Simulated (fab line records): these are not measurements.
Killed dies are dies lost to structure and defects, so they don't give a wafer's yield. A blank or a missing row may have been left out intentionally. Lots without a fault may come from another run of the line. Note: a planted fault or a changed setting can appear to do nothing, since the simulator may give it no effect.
Check for tools in common + flow sky130 + 36 wafers sampled across 12 lots

== WHY THIS WAS OPENED ==
2 of 12 lots carry a flag on the reading NWELL_RS at SKY_NWELL_RS_MEAS_29. Fault-free wafers read 624.9 ohm/sq, with a standard deviation of 1.3.
Rule: a lot is flagged in two cases, either no wafer of it has a number, or all its wafers with numbers fall more than 4 standard deviations from that mean. The other lots count as sound.

| lot  | measured     | on            | NWELL_RS (ohm/sq), wafer by wafer | flag    |
|------|--------------|---------------|-----------------------------------|---------|
| L930 | day 6 07:53  | film_metro-01 | 622.8 622.9 623.6                 |         |
| L931 | day 6 08:32  | film_metro-01 | 626.2 623.4 626.4                 |         |
| L934 | day 6 21:53  | film_metro-01 | 625.1 625.9 625.0                 |         |
| L936 | day 7 11:40  | film_metro-03 | 626.5 625.1 623.5                 |         |
| L937 | day 7 22:40  | film_metro-03 | 642.1 643.7 645.0                 | FLAGGED |
| L939 | day 8 17:41  | film_metro-03 | 643.0 644.0 641.1                 | FLAGGED |
| L943 | day 9 06:18  | film_metro-01 | 624.6 625.0 623.8                 |         |
| L944 | day 9 07:33  | film_metro-04 | 624.9 625.6 626.7                 |         |
| L946 | day 9 15:32  | film_metro-03 | 623.9 622.5 623.8                 |         |
| L947 | day 10 01:32 | film_metro-01 | 626.1 624.2 628.4                 |         |
| L948 | day 10 02:43 | film_metro-03 | 624.2 626.0 625.5                 |         |
| L949 | day 10 11:51 | film_metro-01 | 626.0 625.2 626.1                 |         |
The mean of the flagged lots' numbers is 643.1 ohm/sq, +18.2 ohm/sq from the usual (+14 standard deviations).

== LOT BY LOT: THE TOOL USED ==
The record holds 1 process step before the reading, out of a route of 708 steps. Every cell lists first the tool, next ch and the chambers used by the sampled wafers, and last the start.
| lot  | flag    | SKY_NWELL_IMPLANT_13           |
|------|---------|--------------------------------|
| L930 |         | implanter-02 ch 0, day 5 14:03 |
| L931 |         | implanter-01 ch 0, day 5 14:24 |
| L934 |         | implanter-04 ch 0, day 6 02:12 |
| L936 |         | implanter-02 ch 0, day 6 15:34 |
| L937 | FLAGGED | implanter-01 ch 0, day 7 02:54 |
| L939 | FLAGGED | implanter-01 ch 0, day 7 21:10 |
| L943 |         | implanter-02 ch 0, day 8 08:39 |
| L944 |         | implanter-04 ch 0, day 8 09:22 |
| L946 |         | implanter-02 ch 0, day 8 17:40 |
| L947 |         | implanter-04 ch 0, day 9 03:55 |
| L948 |         | implanter-02 ch 0, day 9 04:37 |
| L949 |         | implanter-04 ch 0, day 9 13:00 |
What the steps here do:
- SKY_NWELL_IMPLANT_13
- SKY_NWELL_RS_MEAS_29: measures by four-point-probe.

== FLAGGED AGAINST TOTAL, ONE TOOL AT A TIME (gauges that did the reading follow at the end) ==
| step                 | tool          | lots run | flagged | share of the flagged lots | sound lots run after its first flagged lot |
|----------------------|---------------|----------|---------|---------------------------|--------------------------------------------|
| SKY_NWELL_IMPLANT_13 | implanter-01  | 3        | 2       | all                       | 0                                          |
| SKY_NWELL_IMPLANT_13 | implanter-02  | 5        | 0       | none                      | -                                          |
| SKY_NWELL_IMPLANT_13 | implanter-04  | 4        | 0       | none                      | -                                          |
| SKY_NWELL_RS_MEAS_29 | film_metro-01 | 6        | 0       | none                      | -                                          |
| SKY_NWELL_RS_MEAS_29 | film_metro-03 | 5        | 2       | all                       | 2 (L946,L948)                              |
| SKY_NWELL_RS_MEAS_29 | film_metro-04 | 1        | 0       | none                      | -                                          |

== WHAT THE TABLE PERMITS ==
In 2 table rows, all flagged lots were run: implanter-01 (SKY_NWELL_IMPLANT_13), film_metro-03 (SKY_NWELL_RS_MEAS_29).
- implanter-01 at SKY_NWELL_IMPLANT_13 ran 3 lots, 2 of them flagged. It ran its last sound lot, L931, at day 5 14:24 and its first flagged lot, L937, at day 7 02:54: a fault with its onset between the two fits. Its own readings (dose_ions_cm2, faraday_current_uA) fall more than 4 standard deviations out on all wafers of the flagged lots.
- film_metro-03 at SKY_NWELL_RS_MEAS_29 ran 5 lots, 2 of them flagged. Lots that were sound ran on it after the first flagged one (L946, L948); a persistent fault on the entire tool would not allow that.
One tool is left: implanter-01 at SKY_NWELL_IMPLANT_13.

== WHAT THE SIMULATOR HAD INSERTED ==
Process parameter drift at SKY_NWELL_IMPLANT_13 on implanter-01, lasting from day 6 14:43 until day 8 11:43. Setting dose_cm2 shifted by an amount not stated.
Shown lots that were struck: L937, L939. The rule above found the same.
